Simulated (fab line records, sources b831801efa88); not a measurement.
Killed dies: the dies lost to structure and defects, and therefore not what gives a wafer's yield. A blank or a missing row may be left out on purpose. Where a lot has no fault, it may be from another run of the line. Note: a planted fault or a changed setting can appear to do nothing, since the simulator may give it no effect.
fab line records	flow sky130
record: lots: 6	wafers: 18	last-day: 49
route steps=708 shown METAL2@506 VIA2@507 PAD_OPEN@708
lots that met no fault: from a run of the same line without faults
start-h: start of the lot's first displayed wafer, in hours after the record's first day	wait-h: time in hours since the lot's previous step	" as in the row above	L1.1+2: a row that stands for several wafers	- no value, or no start given	* or withheld: withheld	< > ~ a bound
route shown NAME@n: NAME is a module with steps in the file, n the number in the route of the first one	usual: mean/standard deviation taken from wafers without a fault	same: alike in all rows	chamber/n: place in a boat	sites: each site's reading	_std_site: the standard deviation of these	_edge_site: inner sites' mean taken away from outer sites' mean	radius-mm: how far each site lies from the wafer's centre	mask NAME#n: copy n	behind: the last tool/chamber to shape the wafer	hold: why the lot was held/for how many hours/how that ended	device: transistor that didn't switch, given as n, p or np	end of line: tests run on the same wafers once the route is complete	where a step has no rows: the recipe by itself	killed: count of dies lost to structure and defects at first sort (not the wafer's yield)	map: shows each die of a wafer: x if killed, . if not, _ if none is there
set.NAME: the run value of the setting; set.NAME@STEP: its run value at that earlier step	model.NAME: the simulator's own value behind a step, which no gauge read
lots at selected steps of the route; one table per step, one row per wafer
services: a tool's chamber out of use, with start hour (start-h, from the record's first day; less than 0 if before it), hours out, and reason
== steps ==
step: SKY_METAL2_CLEAN_23
recipe: chemistry: O3/DIW	dry: n2-spin
step: SKY_VIA2_HDPCVD_00
recipe: material: SiO2	target-thk-nm: 1180	sigma-open-frac: 0.3	time-s: 196.7	temp-c: 400	sih4-flow-sccm: 60	pressure-mtorr: 6
step: SKY_VIA2_THK_MEAS_01
recipe: reads: SiO2_of_VIA2_HDPCVD_00
usual: VIA2_HDPCVD_THK: 1169/14
lot.wafer	tool	chamber	start-h	wait-h	VIA2_HDPCVD_THK[nm]
L432.2	film-metro-03	-	855.98	0.1	1157
L432.3	"	-	"	"	1176
L432.6	"	-	"	"	1185
L434.3	film-metro-01	-	935.03	0.1	1161
L434.5	"	-	"	"	1155
L434.6	"	-	"	"	1182
L439.2	film-metro-03	-	936.38	0.1	1168
L439.3	"	-	"	"	1147
L439.6	"	-	"	"	1158
L441.1	film-metro-02	-	936.67	0.1	1152
L441.2	"	-	"	"	1177
L441.5	"	-	"	"	1176
L442.2	film-metro-01	-	940.85	0.1	1167
L442.5	"	-	"	"	1159
L442.6	"	-	"	"	1171
L444.1	film-metro-01	-	942.32	0.1	1177
L444.2	"	-	"	"	1134
L444.5	"	-	"	"	1177
step: SKY_VIA2_CMP_02
recipe: material: SiO2	down-force-psi: 4	platen-rpm: 60	pad-velocity-m-s: 0.94248
usual: motor-current-A: 11.9/1.2
lot.wafer	tool	chamber	start-h	wait-h	motor-current-A
L432.2	cmp-01	2	856.13	0.1	14.4
L432.3	"	3	"	"	12.1
L432.6	"	1	"	"	10.5
L434.3	cmp-01	3	935.22	0.2	11.9
L434.5	"	0	"	"	13.0
L434.6	"	1	"	"	10.2
L439.3	cmp-02	3	936.52	0.1	13.4
L439.2	"	1	"	"	11.4
L439.6	"	3	"	"	12.2
L441.1	cmp-02	0	936.82	0.1	11.0
L441.2	"	2	"	"	11.1
L441.5	"	0	"	"	10.9
L442.2	cmp-02	3	940.90	0.0	12.5
L442.5	"	3	"	"	13.2
L442.6	"	0	"	"	10.9
L444.2	cmp-01	2	942.60	0.3	13.7
L444.1	"	0	"	"	13.5
L444.5	"	2	"	"	13.6
step: SKY_VIA2_BOW_MEAS_03
recipe: mode: bow
usual: VIA2_BOW: 86/7.7
lot.wafer	tool	chamber	start-h	wait-h	VIA2_BOW[um]
L432.2	film-metro-01	-	856.35	0.2	88
L432.3	"	-	"	"	93
L432.6	"	-	"	"	78
L434.3	film-metro-03	-	935.41	0.1	92
L434.5	"	-	"	"	87
L434.6	"	-	"	"	89
L439.2	film-metro-02	-	936.84	0.2	90
L439.3	"	-	"	"	77
L439.6	"	-	"	"	80
L441.1	film-metro-02	-	937.12	0.2	105
L441.2	"	-	"	"	93
L441.5	"	-	"	"	91
L442.2	film-metro-03	-	941.22	0.3	83
L442.5	"	-	"	"	98
L442.6	"	-	"	"	88
L444.1	film-metro-01	-	942.94	0.2	81
L444.2	"	-	"	"	79
L444.5	"	-	"	"	83
step: SKY_VIA2_DEHYDRATE_04
recipe: temp-c: 200	time-s: 60
step: SKY_VIA2_HMDS_05
recipe: prime-time-s: 60	prime-temp-c: 120
step: SKY_VIA2_COAT_06
recipe: resist: BARC	temp-c: withheld	time-s: withheld	spin-rpm: 3000	resist-thk-nm: 60
step: SKY_VIA2_COAT_07
recipe: resist: KrF-thick	spin-rpm: 3000	resist-thk-nm: 450
step: SKY_VIA2_SOFTBAKE_08
recipe: temp-c: 100	time-s: 90	resist: KrF-thick
step: SKY_VIA2_EXPOSE_09
recipe: mask-id: VIM2	na: 0.8	source-shape: annular	sigma-inner: 0.55	sigma-outer: 0.85	target-cd-nm: 200	dose-mj: 38
step: SKY_VIA2_PEB_10
recipe: peb-temp-c: withheld	peb-time-s: withheld	resist: KrF-thick
step: SKY_VIA2_DEVELOP_11
recipe: develop-time-s: 60	resist: KrF-thick	dev-temp-c: 21
usual: developer-temp-C: 21.03/0.11
lot.wafer	tool	chamber	start-h	wait-h	developer-temp-C
L432.2	litho-track-01	0	882	-	20.99
L432.3	"	0	"	"	20.98
L432.6	"	0	"	"	20.99
L434.3	litho-track-03	0	960	-	20.88
L434.5	"	0	"	"	20.87
L434.6	"	0	"	"	20.92
L439.2	litho-track-01	0	961	-	21.59
L439.3	"	0	"	"	21.48
L439.6	"	0	"	"	21.73
L441.1	litho-track-01	0	961	-	21.61
L441.2	"	0	"	"	21.58
L441.5	"	0	"	"	21.75
L442.2	litho-track-02	0	966	-	21.08
L442.5	"	0	"	"	21.05
L442.6	"	0	"	"	21.15
L444.1	litho-track-03	0	967	-	20.90
L444.2	"	0	"	"	21.09
L444.5	"	0	"	"	21.09
step: SKY_VIA2_CD_MEAS_12
recipe: target-cd-nm: 200
usual: cd-nm: 200.0/1.6
lot.wafer	tool	chamber	start-h	wait-h	cd-nm
L432.2	cd-sem-01	-	882.38	-	199.4
L432.3	"	-	"	"	197.9
L432.6	"	-	"	"	199.2
L434.3	cd-sem-02	-	960.20	-	198.1
L434.5	"	-	"	"	198.5
L434.6	"	-	"	"	198.2
L439.2	cd-sem-02	-	961.63	-	201.6
L439.3	"	-	"	"	201.9
L439.6	"	-	"	"	202.4
L441.1	cd-sem-01	-	962.06	-	200.7
L441.2	"	-	"	"	199.3
L441.5	"	-	"	"	200.5
L442.2	cd-sem-01	-	966.31	-	199.4
L442.5	"	-	"	"	199.1
L442.6	"	-	"	"	198.8
L444.1	cd-sem-01	-	967.91	-	201.9
L444.2	"	-	"	"	202.6
L444.5	"	-	"	"	203.1
step: SKY_PAD_OPEN_PROBE_99
usual: defect-limited-yield: 82.8/2	killed_at_M0_to_M3: 42/7.3	killed_at_M4_up: 3.4/2	killed-at-contacts: 24/5.8	killed-at-front-end: 15/4.6	killed-at-other: 0.3/0.62	killed-dies: 84/9.8	killed-on-rim: 16/3.8	killed-open: 47/6.9	killed-short: 38/6.3	sort_bin_3_pad_short: 0.8/0.38	sort_bin_5_function: 10.2/1.5	sort_bin_6_memory: 6.2/1.1	sort-n-pass: 408/9.8	sort-yield-pct: 82.8/2
same: gross-dies: 492	killed-at-back-side: 0	sort_bin_4_leakage[%]: 0	sort_bin_8_speed[%]: 0
lot.wafer	tool	chamber	start-h	wait-h	defect-limited-yield[%]	killed_at_M0_to_M3	killed_at_M4_up	killed-at-contacts	killed-at-front-end	killed-at-other	killed-dies	killed-on-rim	killed-open	killed-short	sort_bin_3_pad_short[%]	sort_bin_5_function[%]	sort_bin_6_memory[%]	sort-n-pass	sort-yield-pct[%]
L432.2	prober-02	-	1098.96	0.1	82.1	59	4	17	8	0	88	18	48	40	0.8	10.2	6.9	404	82.1
L432.3	prober-02	-	1099.01	0.2	84.1	41	6	22	9	0	78	14	43	35	1.2	7.7	6.9	414	84.1
L432.6	prober-02	-	1099.16	0.2	86.4	33	2	17	15	0	67	17	39	28	0.8	8.3	4.5	425	86.4
L434.3	prober-02	-	1165.30	0.2	82.3	50	1	23	13	0	87	17	51	36	0.8	9.8	7.1	405	82.3
L434.5	prober-02	-	1165.40	0.2	85.8	34	1	23	10	2	70	10	31	39	0.8	8.1	5.3	422	85.8
L434.6	prober-02	-	1165.45	0.2	82.5	43	2	28	13	0	86	15	53	33	1.0	10.4	6.1	406	82.5
L439.2	prober-01	-	1167.42	0.1	84.8	33	5	15	20	2	75	16	40	35	0.4	10.0	4.9	417	84.8
L439.3	prober-01	-	1167.47	0.2	81.3	41	6	20	25	0	92	21	53	39	0.4	11.2	7.1	400	81.3
L439.6	prober-01	-	1167.62	0.2	82.1	39	5	22	22	0	88	11	50	38	0.8	11.2	5.9	404	82.1
L441.1	prober-01	-	1168.87	0.1	85.6	38	4	11	18	0	71	16	43	28	1.4	7.3	5.7	421	85.6
L441.2	prober-01	-	1168.92	0.1	83.7	40	2	20	18	0	80	20	45	35	0.2	11.2	4.9	412	83.7
L441.5	prober-01	-	1169.07	0.2	84.3	38	2	18	19	0	77	17	44	33	0.6	9.3	5.7	415	84.3
L442.2	prober-01	-	1170.42	0.1	82.1	43	2	26	17	0	88	14	50	38	1.2	10.0	6.7	404	82.1
L442.5	prober-01	-	1170.57	0.2	81.1	38	3	30	21	1	93	16	50	43	0.2	11.8	6.9	399	81.1
L442.6	prober-01	-	1170.62	0.2	80.1	51	3	21	22	1	98	17	56	42	1.2	12.0	6.7	394	80.1
L444.1	prober-02	-	1171.20	0.1	83.3	55	1	18	8	0	82	18	40	42	0.8	8.9	6.9	410	83.3
L444.2	prober-02	-	1171.25	0.1	82.1	47	4	26	11	0	88	18	40	48	1.4	8.9	7.5	404	82.1
L444.5	prober-02	-	1171.40	0.2	82.5	49	4	30	3	0	86	19	46	40	0.6	9.6	7.3	406	82.5
killed by level:class
L432.2 VIA1:geometric-particle:open=17 METAL2:geometric-particle:short=8 VIA2:geometric-particle:open=7 CONTACT:geometric-particle:open=6 VIA1:geometric-particle:short=6 VIA3:geometric-particle:open=6 FIELD_ISO:geometric-particle:open=5 LI_CONTACT:geometric-particle:open=5
L432.3 CONTACT:geometric-particle:open=10 VIA1:geometric-particle:open=9 VIA2:geometric-particle:open=8 METAL2:geometric-particle:short=7 LI_CONTACT:geometric-particle:open=4 LOCAL_INTERCONNECT:geometric-particle:short=4 METAL4:geometric-particle:short=4 VIA2:geometric-particle:short=4
L432.6 VIA1:geometric-particle:open=10 FIELD_ISO:geometric-particle:short=5 CONTACT:geometric-particle:short=5 VIA2:geometric-particle:open=5 FIELD_ISO:geometric-particle:open=4 POLY_GATE:geometric-particle:open=4 LI_CONTACT:geometric-particle:open=4 METAL2:geometric-particle:short=4
L434.3 VIA1:geometric-particle:open=13 VIA3:geometric-particle:open=9 VIA2:geometric-particle:open=7 CONTACT:geometric-particle:open=7 CONTACT:geometric-particle:short=6 POLY_GATE:geometric-particle:open=4 LI_CONTACT:geometric-particle:short=4 LI_CONTACT:geometric-particle:open=4
L434.5 LI_CONTACT:geometric-particle:open=9 VIA1:geometric-particle:open=8 FIELD_ISO:geometric-particle:short=6 METAL2:geometric-particle:short=6 VIA3:geometric-particle:open=5 CONTACT:geometric-particle:short=5 VIA1:geometric-particle:short=5 CONTACT:geometric-particle:open=4
L434.6 VIA1:geometric-particle:open=11 CONTACT:geometric-particle:open=9 LI_CONTACT:geometric-particle:open=8 VIA2:geometric-particle:open=7 CONTACT:geometric-particle:short=6 VIA1:geometric-particle:short=6 METAL2:geometric-particle:short=5 POLY_GATE:geometric-particle:open=4
L439.2 CONTACT:geometric-particle:open=7 VIA1:geometric-particle:open=7 POLY_GATE:geometric-particle:short=6 POLY_GATE:geometric-particle:open=6 VIA2:geometric-particle:open=4 VIA1:geometric-particle:short=4 METAL2:geometric-particle:short=4 VIA3:geometric-particle:open=4
L439.3 POLY_GATE:geometric-particle:open=11 VIA1:geometric-particle:open=11 METAL1:geometric-particle:short=8 VIA2:geometric-particle:open=7 POLY_GATE:geometric-particle:short=5 CONTACT:geometric-particle:open=5 FIELD_ISO:geometric-particle:open=4 LI_CONTACT:geometric-particle:open=4
L439.6 VIA1:geometric-particle:open=14 LI_CONTACT:geometric-particle:open=10 POLY_GATE:geometric-particle:short=8 POLY_GATE:geometric-particle:open=6 VIA2:geometric-particle:open=6 FIELD_ISO:geometric-particle:short=5 LOCAL_INTERCONNECT:geometric-particle:short=4 CONTACT:geometric-particle:open=4
L441.1 VIA1:geometric-particle:open=10 VIA3:geometric-particle:open=9 POLY_GATE:geometric-particle:open=7 METAL1:geometric-particle:short=7 FIELD_ISO:geometric-particle:open=4 CONTACT:geometric-particle:open=4 METAL4:geometric-particle:short=4 VIA2:geometric-particle:open=4
L441.2 VIA1:geometric-particle:open=12 CONTACT:geometric-particle:open=9 METAL1:geometric-particle:short=8 POLY_GATE:geometric-particle:short=6 LI_CONTACT:geometric-particle:open=6 VIA2:geometric-particle:open=5 FIELD_ISO:geometric-particle:open=4 METAL3:geometric-particle:short=4
L441.5 VIA1:geometric-particle:open=10 LI_CONTACT:geometric-particle:open=7 FIELD_ISO:geometric-particle:short=5 POLY_GATE:geometric-particle:open=5 METAL2:geometric-particle:short=5 CONTACT:geometric-particle:open=5 METAL1:geometric-particle:short=4 VIA1:geometric-particle:short=4
L442.2 LI_CONTACT:geometric-particle:open=9 CONTACT:geometric-particle:open=8 VIA1:geometric-particle:open=8 VIA1:geometric-particle:short=8 VIA2:geometric-particle:open=8 FIELD_ISO:geometric-particle:short=6 VIA3:geometric-particle:open=5 FIELD_ISO:geometric-particle:open=4
L442.5 POLY_GATE:geometric-particle:short=8 VIA1:geometric-particle:open=8 POLY_GATE:geometric-particle:open=7 LI_CONTACT:geometric-particle:open=7 CONTACT:geometric-particle:short=7 CONTACT:geometric-particle:open=6 VIA1:geometric-particle:short=5 VIA2:geometric-particle:short=5
L442.6 VIA1:geometric-particle:open=12 VIA3:geometric-particle:open=11 POLY_GATE:geometric-particle:short=10 CONTACT:geometric-particle:open=8 METAL2:geometric-particle:short=7 VIA1:geometric-particle:short=5 FIELD_ISO:geometric-particle:open=4 LI_CONTACT:geometric-particle:open=4
L444.1 VIA1:geometric-particle:open=11 VIA3:geometric-particle:open=10 CONTACT:geometric-particle:open=9 METAL2:geometric-particle:short=7 VIA2:geometric-particle:short=7 METAL1:geometric-particle:short=5 VIA2:geometric-particle:open=5 VIA1:geometric-particle:short=5
L444.2 CONTACT:geometric-particle:short=8 METAL2:geometric-particle:short=6 VIA1:geometric-particle:short=6 VIA1:geometric-particle:open=6 VIA3:geometric-particle:open=6 LI_CONTACT:geometric-particle:open=5 CONTACT:geometric-particle:open=5 METAL1:geometric-particle:short=5
L444.5 VIA1:geometric-particle:open=12 CONTACT:geometric-particle:open=11 VIA2:geometric-particle:open=10 LOCAL_INTERCONNECT:geometric-particle:short=7 LI_CONTACT:geometric-particle:open=6 VIA3:geometric-particle:short=6 VIA1:geometric-particle:short=5 METAL1:geometric-particle:short=4
== services ==
tool	chamber	start-h	hours	kind
cmp-02	-	847.73	0.8	repair
cmp-01	-	912.01	4.0	pm
cmp-01	-	916.01	-	consumable-replace:conditioner
cmp-01	-	916.01	-	consumable-replace:pad
== key ==
first-sign: step: SKY_VIA2_DEVELOP_11	reading: developer-temp-C	direction: up	sigmas: 5.4	usual: *	struck: *
effect none on later readings
met-at SKY_VIA2_DEVELOP_11
struck-wafers L439.2,L439.3,L439.6,L441.1,L441.2,L441.5
fault: kind: process-parameter-drift	tool: litho-track-01	chamber: -	onset-h: 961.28	steps: SKY_VIA2_DEVELOP_11	channel: dev-temp-c	offset: *	shape: step	end-h: 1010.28	acts-in: *	stated: *
